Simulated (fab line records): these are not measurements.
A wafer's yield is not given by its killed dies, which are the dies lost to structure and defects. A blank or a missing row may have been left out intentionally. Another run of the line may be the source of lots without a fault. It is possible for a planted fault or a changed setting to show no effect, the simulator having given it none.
Struck lot and sound lot, side by side ; flow gf180mcu ; 19 steps out of a route of 602
Sound: these wafers, L319.1, L319.2, L319.3. Wafers struck: L326.1, L326.2, L326.6. The cause is given at the end.
For every step that has rows: the tool of each side, followed by ch and its chambers, followed by its first start. Under that, the readings that differ: sound wafers ; struck wafers ; difference of the means ; sigmas: that difference in standard deviations of wafers without a fault.
alike: readings with means less than 2 such deviations apart, plus words and numbers identical on both sides. not compared: withheld readings, readings lacking a value on some wafer, bounds such as >300 that could conceal the same value, and numbers that have no deviation in the record and whose values overlap.
The two part at a step that has a row with sigmas, a row that says differs or no value, or rows on one side only. Non-overlapping numbers with no deviation appear without sigmas and do not part them. A reading missing from all wafers of one side parts the sides only when that side holds two or more wafers.

GF_M3_STRIP_17: strips in O2/N2.
  sound on plasma_asher-01 ch 0,1, day 25 14:28; struck on plasma_asher-02 ch 0,1, day 27 19:02
  alike: drypump_motor_current_A, heater_power_w, n2_flow_sccm, oes_product_au, platen_temp_c, strip_time_to_endpoint_s
  not compared: rf_hours_counter_h
then, 3 steps without rows for these wafers: GF_M3_STRIP_18 (strips in post etch residue remover, time 1200 s); GF_M3_CLEAN_19 (cleans in DIW); GF_V3_CVD_00 (deposits SiO2, target thk 600 nm, time 100 s).
GF_V3_THK_MEAS_01:
  sound on film_metro-02 at day 25 15:05; struck on film_metro-01 at day 27 19:39
  alike: V3_CVD_00_THK
GF_V3_CVD_02: deposits SiO2 from TEOS, target thk 850 nm, time 94.851 s.
  sound on pecvd-03 ch 0,1,2, day 25 15:08; struck on pecvd-01 ch 1,2, day 27 19:43
  alike: heater_power_w
GF_V3_THK_MEAS_03:
  sound on film_metro-01 at day 25 15:13; struck on film_metro-04 at day 27 19:47
  alike: V3_CVD_02_THK
GF_V3_CMP_04: polishes SiO2.
  sound on cmp-01 ch 1,2,3, day 25 15:19; struck on cmp-02 ch 0,3, day 27 19:53
  alike: motor_current_A, retaining_ring_pressure_frac, time_to_endpoint_s
GF_V3_BOW_MEAS_05:
  sound on film_metro-04 at day 25 15:34; struck on film_metro-01 at day 27 20:08
reading;sound;struck;difference;sigmas
V3_BOW (um);112 109 109;131 122 129;+17;+2
then, 3 steps without rows for these wafers: GF_V3_DEHYDRATE_06 (time 60 s); GF_V3_HMDS_07 (prime time 60 s); GF_V3_COAT_08.
GF_V3_COAT_09: resist thk 1000 nm.
  sound on litho_track-04 ch 0, day 26 02:00; struck on litho_track-03 ch 0, day 28 05:00
reading;sound;struck;difference;sigmas
model.KrF_of_V3_COAT_09.thk_nm (nm);1003 1009 1003;995 994.6 990.5;-12;
then, 3 steps without rows for these wafers: GF_V3_SOFTBAKE_10 (time 60 s); GF_V3_EXPOSE_11 (exposes mask Via3, target cd 260 nm); GF_V3_PEB_12 (peb time 90 s).
GF_V3_DEVELOP_13: develop time 60 s.
  sound on litho_track-04 ch 0, day 26 13:05; struck on litho_track-03 ch 0, day 28 15:30
reading;sound;struck;difference;sigmas
model.KrF_of_V3_COAT_09.thk_nm (nm);987.9 993.9 988.2;980 979.6 975.6;-12;
GF_V3_CD_MEAS_14: the cd target is 260 nm.
  sound on cd_sem-02 at day 26 13:14; struck on cd_sem-01 at day 28 15:39
  alike: cd_nm
-- the record jumps here: 5 days lie between the struck wafers' starts before and after (it left off in module V3 and takes up again in module PASSIVATION, whose first step shown is number 602 of the route) --
GF_PASSIVATION_PROBE_99:
  record: rows for the struck wafers here (prober-02, day 34 03:14), none for the sound ones

== WHERE THEY PART ==
At GF_V3_BOW_MEAS_05 first; at GF_PASSIVATION_PROBE_99 last (within this record only).

WHY: whatever the simulator had introduced
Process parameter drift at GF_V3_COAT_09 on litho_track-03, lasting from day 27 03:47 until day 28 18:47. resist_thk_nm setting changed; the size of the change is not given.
